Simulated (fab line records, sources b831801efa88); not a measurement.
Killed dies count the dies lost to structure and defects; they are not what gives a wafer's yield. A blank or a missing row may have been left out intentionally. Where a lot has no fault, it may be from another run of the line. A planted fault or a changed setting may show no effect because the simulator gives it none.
Which tool was responsible? :: flow sky130 :: 7 lots with 21 wafers sampled at 3 steps, on a route of 708 steps

WHAT EACH GAUGE READ, for each wafer
SKY_VIA1_THK_MEAS_01.
lot: L278
measured: day 33 15:20
on: film_metro-02
VIA1_HDPCVD_THK (nm): 1024 1019 1040

lot: L280
measured: day 34 13:38
on: film_metro-03
VIA1_HDPCVD_THK (nm): 1032 1018 1030

lot: L281
measured: day 35 01:40
on: film_metro-03
VIA1_HDPCVD_THK (nm): 1020 1029 1013

lot: L284
measured: day 35 11:10
on: film_metro-03
VIA1_HDPCVD_THK (nm): 1032 1045 1035

lot: L290
measured: day 36 18:18
on: film_metro-02
VIA1_HDPCVD_THK (nm): 887 995 1021

lot: L292
measured: day 37 10:04
on: film_metro-03
VIA1_HDPCVD_THK (nm): 1029 1025 1022

lot: L295
measured: day 38 08:07
on: film_metro-03
VIA1_HDPCVD_THK (nm): 1027 1023 1037

TOOL THAT RAN EACH LOT (tool first, then ch and the chambers of the sampled wafers, then the start)
lot: L278
SKY_METAL1_SPUTTER_04: pvd_sputter-03, day 32 10:21
SKY_VIA1_HDPCVD_00: hdpcvd-01 ch 0,1,2, day 33 15:13

lot: L280
SKY_METAL1_SPUTTER_04: pvd_sputter-01, day 33 10:24
SKY_VIA1_HDPCVD_00: hdpcvd-01 ch 1,2, day 34 13:30

lot: L281
SKY_METAL1_SPUTTER_04: pvd_sputter-03, day 33 22:35
SKY_VIA1_HDPCVD_00: hdpcvd-02 ch 0,1, day 35 01:33

lot: L284
SKY_METAL1_SPUTTER_04: pvd_sputter-03, day 34 07:52
SKY_VIA1_HDPCVD_00: hdpcvd-01 ch 1,2, day 35 11:03

lot: L290
SKY_METAL1_SPUTTER_04: pvd_sputter-01, day 35 16:08
SKY_VIA1_HDPCVD_00: hdpcvd-02 ch 0,1,2, day 36 18:11

lot: L292
SKY_METAL1_SPUTTER_04: pvd_sputter-01, day 36 06:50
SKY_VIA1_HDPCVD_00: hdpcvd-01 ch 1,2, day 37 09:55

lot: L295
SKY_METAL1_SPUTTER_04: pvd_sputter-01, day 37 06:04
SKY_VIA1_HDPCVD_00: hdpcvd-01 ch 0,1,2, day 38 07:59
- SKY_METAL1_SPUTTER_04: material TiN, target thk 70 nm, time 58.3 s.
- SKY_VIA1_HDPCVD_00: deposits SiO2, target thk 1030 nm, time 171.7 s.

THE ANSWER, worked out from the rows above alone
Rule: usual is defined by the lots themselves. The widest of any qualifying gaps counts: lots, ordered by their means at a reading, are off when they make up no more than a third of the lots, leave a main group of 4 or more, and stand apart from it by 3 or more times the standard deviation of that group's means. The tables above print the reading to a certain number of digits; a main group whose means all agree to those digits is not used. A lot without any number at a reading at which 4 lots or more have one is off too. Where the step has rows for the other lots, those lots are counted as sound.
Off: L290, at SKY_VIA1_THK_MEAS_01 (VIA1_HDPCVD_THK). The main group has a mean of 1028 nm with a standard deviation of 5.
If a tool, at a process step before that reading, ran all the lots that are off and no sound lot after the first of them, it fits. The gauges at SKY_VIA1_THK_MEAS_01 are tried like those tools. Can't be told from this: 2 tools fit, hdpcvd-02 at SKY_VIA1_HDPCVD_00, film_metro-02 at SKY_VIA1_THK_MEAS_01.

WHAT WAS PUT IN BY THE SIMULATOR
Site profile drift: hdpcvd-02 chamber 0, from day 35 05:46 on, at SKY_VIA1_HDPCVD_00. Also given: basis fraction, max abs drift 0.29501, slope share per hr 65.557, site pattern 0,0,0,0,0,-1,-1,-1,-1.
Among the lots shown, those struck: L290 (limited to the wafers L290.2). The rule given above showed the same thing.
